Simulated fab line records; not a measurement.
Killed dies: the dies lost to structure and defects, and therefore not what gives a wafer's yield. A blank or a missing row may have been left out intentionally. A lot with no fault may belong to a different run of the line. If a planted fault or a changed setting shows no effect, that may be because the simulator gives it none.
The tool behind it: which one? :: flow sky130 :: Sampling: 12 lots, 36 wafers, 5 of 708 route steps

== WHAT THE GAUGES SHOWED, per wafer ==
SKY_CAP2M_OVL_MEAS_12.
lot: L808
measured: day 41 07:12
on: overlay-01
CAP2M_OVL (nm): -1.3 0.8 -1.8

lot: L811
measured: day 42 07:08
on: overlay-01
CAP2M_OVL (nm): -1.0 0.5 1.1

lot: L812
measured: day 42 09:20
on: overlay-01
CAP2M_OVL (nm): -2.6 -0.8 -0.3

lot: L813
measured: day 42 20:29
on: overlay-01
CAP2M_OVL (nm): -0.5 -0.2 1.8

lot: L815
measured: day 43 05:50
on: overlay-01
CAP2M_OVL (nm): -1.0 -0.5 0.1

lot: L816
measured: day 43 11:52
on: overlay-02
CAP2M_OVL (nm): 0.7 -0.1 -0.2

lot: L817
measured: day 43 16:50
on: overlay-01
CAP2M_OVL (nm): -0.9 -1.7 -2.1

lot: L818
measured: day 44 02:08
on: overlay-01
CAP2M_OVL (nm): 0.5 0.7 -0.7

lot: L819
measured: day 44 06:04
on: overlay-01
CAP2M_OVL (nm): -0.2 -1.7 0.3

lot: L820
measured: day 44 12:42
on: overlay-02
CAP2M_OVL (nm): -0.3 -1.0 0.0

lot: L829
measured: day 47 01:31
on: overlay-02
CAP2M_OVL (nm): -2.2 0.2 0.3

lot: L830
measured: day 47 08:54
on: overlay-01
CAP2M_OVL (nm): -0.9 0.2 -1.3

SKY_VIA4_THK_MEAS_01.
lot: L808
measured: day 42 09:09
on: film_metro-03
VIA4_HDPCVD_THK (nm): 1782 1768 1777

lot: L811
measured: day 43 08:23
on: film_metro-03
VIA4_HDPCVD_THK (nm): 1746 1747 1761

lot: L812
measured: day 43 10:51
on: film_metro-04
VIA4_HDPCVD_THK (nm): 1737 1739 1761

lot: L813
measured: day 43 21:10
on: film_metro-03
VIA4_HDPCVD_THK (nm): 1731 1756 1749

lot: L815
measured: day 44 06:19
on: film_metro-04
VIA4_HDPCVD_THK (nm): 1752 1762 1754

lot: L816
measured: day 44 13:05
on: film_metro-03
VIA4_HDPCVD_THK (nm): 1726 1730 1737

lot: L817
measured: day 44 17:12
on: film_metro-03
VIA4_HDPCVD_THK (nm): 1755 1748 1773

lot: L818
measured: day 45 02:20
on: film_metro-03
VIA4_HDPCVD_THK (nm): 1404 1414 1411

lot: L819
measured: day 45 05:21
on: film_metro-01
VIA4_HDPCVD_THK (nm): 1405 1406 1412

lot: L820
measured: day 45 12:07
on: film_metro-04
VIA4_HDPCVD_THK (nm): 1430 1433 1416

lot: L829
measured: day 47 23:59
on: film_metro-03
VIA4_HDPCVD_THK (nm): 1769 1760 1768

lot: L830
measured: day 48 07:08
on: film_metro-01
VIA4_HDPCVD_THK (nm): 1774 1781 1779

== TOOL THAT RAN EACH LOT (tool first, then ch and the chambers of the sampled wafers, then the start) ==
lot: L808
SKY_VIA3_CMP_02: cmp-02 ch 1,2,3, day 39 04:30
SKY_METAL4_SPUTTER_00: pvd_sputter-03, day 40 07:00
SKY_VIA4_HDPCVD_00: hdpcvd-02 ch 0,1,2, day 42 09:02

lot: L811
SKY_VIA3_CMP_02: cmp-02 ch 0,2,3, day 40 05:16
SKY_METAL4_SPUTTER_00: pvd_sputter-04, day 41 07:17
SKY_VIA4_HDPCVD_00: hdpcvd-01 ch 0,1,2, day 43 08:13

lot: L812
SKY_VIA3_CMP_02: cmp-02 ch 1,2,3, day 40 07:22
SKY_METAL4_SPUTTER_00: pvd_sputter-03, day 41 08:59
SKY_VIA4_HDPCVD_00: hdpcvd-02 ch 0,1, day 43 10:40

lot: L813
SKY_VIA3_CMP_02: cmp-01 ch 1,2, day 40 18:35
SKY_METAL4_SPUTTER_00: pvd_sputter-04, day 41 20:29
SKY_VIA4_HDPCVD_00: hdpcvd-02 ch 0,1,2, day 43 20:59

lot: L815
SKY_VIA3_CMP_02: cmp-01 ch 2,3, day 41 04:43
SKY_METAL4_SPUTTER_00: pvd_sputter-04, day 42 06:26
SKY_VIA4_HDPCVD_00: hdpcvd-01 ch 0,1,2, day 44 06:11

lot: L816
SKY_VIA3_CMP_02: cmp-01 ch 0,1,2, day 41 10:36
SKY_METAL4_SPUTTER_00: pvd_sputter-04, day 42 12:41
SKY_VIA4_HDPCVD_00: hdpcvd-01 ch 0,1,2, day 44 12:54

lot: L817
SKY_VIA3_CMP_02: cmp-01 ch 0,2,3, day 41 16:41
SKY_METAL4_SPUTTER_00: pvd_sputter-03, day 42 17:44
SKY_VIA4_HDPCVD_00: hdpcvd-01 ch 1,2, day 44 17:00

lot: L818
SKY_VIA3_CMP_02: cmp-02 ch 0,1,2, day 42 01:56
SKY_METAL4_SPUTTER_00: pvd_sputter-04, day 43 02:55
SKY_VIA4_HDPCVD_00: hdpcvd-01 ch 1,2, day 45 02:10

lot: L819
SKY_VIA3_CMP_02: cmp-01 ch 0,1, day 42 06:46
SKY_METAL4_SPUTTER_00: pvd_sputter-04, day 43 07:47
SKY_VIA4_HDPCVD_00: hdpcvd-01 ch 0,2, day 45 05:10

lot: L820
SKY_VIA3_CMP_02: cmp-01 ch 1,2, day 42 13:10
SKY_METAL4_SPUTTER_00: pvd_sputter-03, day 43 14:28
SKY_VIA4_HDPCVD_00: hdpcvd-01 ch 1,2, day 45 11:55

lot: L829
SKY_VIA3_CMP_02: cmp-01 ch 0,2,3, day 45 04:41
SKY_METAL4_SPUTTER_00: pvd_sputter-04, day 46 03:49
SKY_VIA4_HDPCVD_00: hdpcvd-02 ch 0,1,2, day 47 23:48

lot: L830
SKY_VIA3_CMP_02: cmp-01 ch 0,2,3, day 45 13:34
SKY_METAL4_SPUTTER_00: pvd_sputter-04, day 46 12:29
SKY_VIA4_HDPCVD_00: hdpcvd-02 ch 0,1,2, day 48 06:56
- SKY_VIA3_CMP_02: polishes SiO2.
- SKY_METAL4_SPUTTER_00: material Ti, target thk 15 nm, time 10 s.
- SKY_VIA4_HDPCVD_00: deposits SiO2, target thk 1750 nm, time 291.7 s.

== AS READ BY THE TOOLS THEMSELVES (means over the sampled wafers that have a number; for cases with no such wafer, the mark the record gives instead) ==
SKY_VIA3_CMP_02.
lot: L808
tool: cmp-02
motor_current_A (A): 13.0
platen_rpm (rpm): 59.99
slurry_filter_dp_kPa (kPa): 13.44

lot: L811
tool: cmp-02
motor_current_A (A): 12.0
platen_rpm (rpm): 60.00
slurry_filter_dp_kPa (kPa): 13.63

lot: L812
tool: cmp-02
motor_current_A (A): 13.0
platen_rpm (rpm): 60.01
slurry_filter_dp_kPa (kPa): 13.48

lot: L813
tool: cmp-01
motor_current_A (A): 11.8
platen_rpm (rpm): 59.95
slurry_filter_dp_kPa (kPa): 13.43

lot: L815
tool: cmp-01
motor_current_A (A): 11.7
platen_rpm (rpm): 59.98
slurry_filter_dp_kPa (kPa): 13.62

lot: L816
tool: cmp-01
motor_current_A (A): 11.9
platen_rpm (rpm): 59.98
slurry_filter_dp_kPa (kPa): 13.38

lot: L817
tool: cmp-01
motor_current_A (A): 11.8
platen_rpm (rpm): 60.00
slurry_filter_dp_kPa (kPa): 13.54

lot: L818
tool: cmp-02
motor_current_A (A): 12.8
platen_rpm (rpm): 60.02
slurry_filter_dp_kPa (kPa): 13.45

lot: L819
tool: cmp-01
motor_current_A (A): 12.2
platen_rpm (rpm): 60.00
slurry_filter_dp_kPa (kPa): 13.48

lot: L820
tool: cmp-01
motor_current_A (A): 11.6
platen_rpm (rpm): 59.99
slurry_filter_dp_kPa (kPa): 13.46

lot: L829
tool: cmp-01
motor_current_A (A): 12.0
platen_rpm (rpm): 60.01
slurry_filter_dp_kPa (kPa): 13.55

lot: L830
tool: cmp-01
motor_current_A (A): 11.6
platen_rpm (rpm): 60.03
slurry_filter_dp_kPa (kPa): 13.43

SKY_METAL4_SPUTTER_00.
lot: L808
tool: pvd_sputter-03
throttle_valve_pct (%): 30.0

lot: L811
tool: pvd_sputter-04
throttle_valve_pct (%): 30.5

lot: L812
tool: pvd_sputter-03
throttle_valve_pct (%): 30.2

lot: L813
tool: pvd_sputter-04
throttle_valve_pct (%): 30.7

lot: L815
tool: pvd_sputter-04
throttle_valve_pct (%): 30.4

lot: L816
tool: pvd_sputter-04
throttle_valve_pct (%): 30.2

lot: L817
tool: pvd_sputter-03
throttle_valve_pct (%): 30.2

lot: L818
tool: pvd_sputter-04
throttle_valve_pct (%): 30.5

lot: L819
tool: pvd_sputter-04
throttle_valve_pct (%): 29.9

lot: L820
tool: pvd_sputter-03
throttle_valve_pct (%): 30.0

lot: L829
tool: pvd_sputter-04
throttle_valve_pct (%): 30.5

lot: L830
tool: pvd_sputter-04
throttle_valve_pct (%): 30.3

SKY_VIA4_HDPCVD_00.
lot: L808
tool: hdpcvd-02
pressure_mtorr (mTorr): 6.000
sih4_flow_sccm (sccm): 59.82

lot: L811
tool: hdpcvd-01
pressure_mtorr (mTorr): 5.997
sih4_flow_sccm (sccm): 60.13

lot: L812
tool: hdpcvd-02
pressure_mtorr (mTorr): 6.002
sih4_flow_sccm (sccm): 60.07

lot: L813
tool: hdpcvd-02
pressure_mtorr (mTorr): 5.997
sih4_flow_sccm (sccm): 60.05

lot: L815
tool: hdpcvd-01
pressure_mtorr (mTorr): 5.993
sih4_flow_sccm (sccm): 60.04

lot: L816
tool: hdpcvd-01
pressure_mtorr (mTorr): 5.989
sih4_flow_sccm (sccm): 60.09

lot: L817
tool: hdpcvd-01
pressure_mtorr (mTorr): 6.000
sih4_flow_sccm (sccm): 59.89

lot: L818
tool: hdpcvd-01
pressure_mtorr (mTorr): 6.003
sih4_flow_sccm (sccm): 48.17

lot: L819
tool: hdpcvd-01
pressure_mtorr (mTorr): 5.999
sih4_flow_sccm (sccm): 48.19

lot: L820
tool: hdpcvd-01
pressure_mtorr (mTorr): 5.992
sih4_flow_sccm (sccm): 48.05

lot: L829
tool: hdpcvd-02
pressure_mtorr (mTorr): 6.010
sih4_flow_sccm (sccm): 60.05

lot: L830
tool: hdpcvd-02
pressure_mtorr (mTorr): 6.003
sih4_flow_sccm (sccm): 59.97

== THE ANSWER, worked out from the rows above alone ==
Rule: the lots themselves supply what counts as usual. The widest of any qualifying gaps counts: lots, ordered by their means at a reading, are off when they make up no more than a third of the lots, leave a main group of 4 or more, and stand apart from it by 3 or more times the standard deviation of that group's means. Not used: any main group whose means are identical at the precision the tables above print for the reading. A lot without any number at a reading at which 4 lots or more have one is off too. The other lots that the step has rows for count as sound. First the gauges in route order, then the tools' own readings, where a lot's mean is used as printed above. At the first step where some lot is off, the reading lying furthest off is the one used; lots without a number count as furthest.
Off: L818, L819, L820, seen at SKY_VIA4_THK_MEAS_01 (VIA4_HDPCVD_THK). Main group: mean 1756 nm, sd 14.
A tool fits if, at a process step before that reading, it ran every lot that is off, and no sound lot after the first of them. Not tried: the gauges at SKY_VIA4_THK_MEAS_01; whatever is off there is also off at SKY_VIA4_HDPCVD_00, on other tools, and gauge error can't account for it. One fits: SKY_VIA4_HDPCVD_00 on hdpcvd-01. A fault onset in the window from L817 (day 44 17:00, its last sound lot) to L818 (day 45 02:10, its first lot off) fits.
The tool's own readings at SKY_VIA4_HDPCVD_00 bear it out: on the lots that are off they differ by more than 5 times the standard deviation of the sound lots' means. sih4_flow_sccm reads 48.14 sccm there against 60.01 sccm on the sound lots.

== WHAT THE SIMULATOR HAD INSERTED ==
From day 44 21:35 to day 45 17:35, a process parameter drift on hdpcvd-01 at SKY_VIA4_HDPCVD_00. A move of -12 in setting sih4_flow_sccm, from 60. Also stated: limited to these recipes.
Lots struck among those shown: L818, L819, L820. This agrees with what the rule above found.
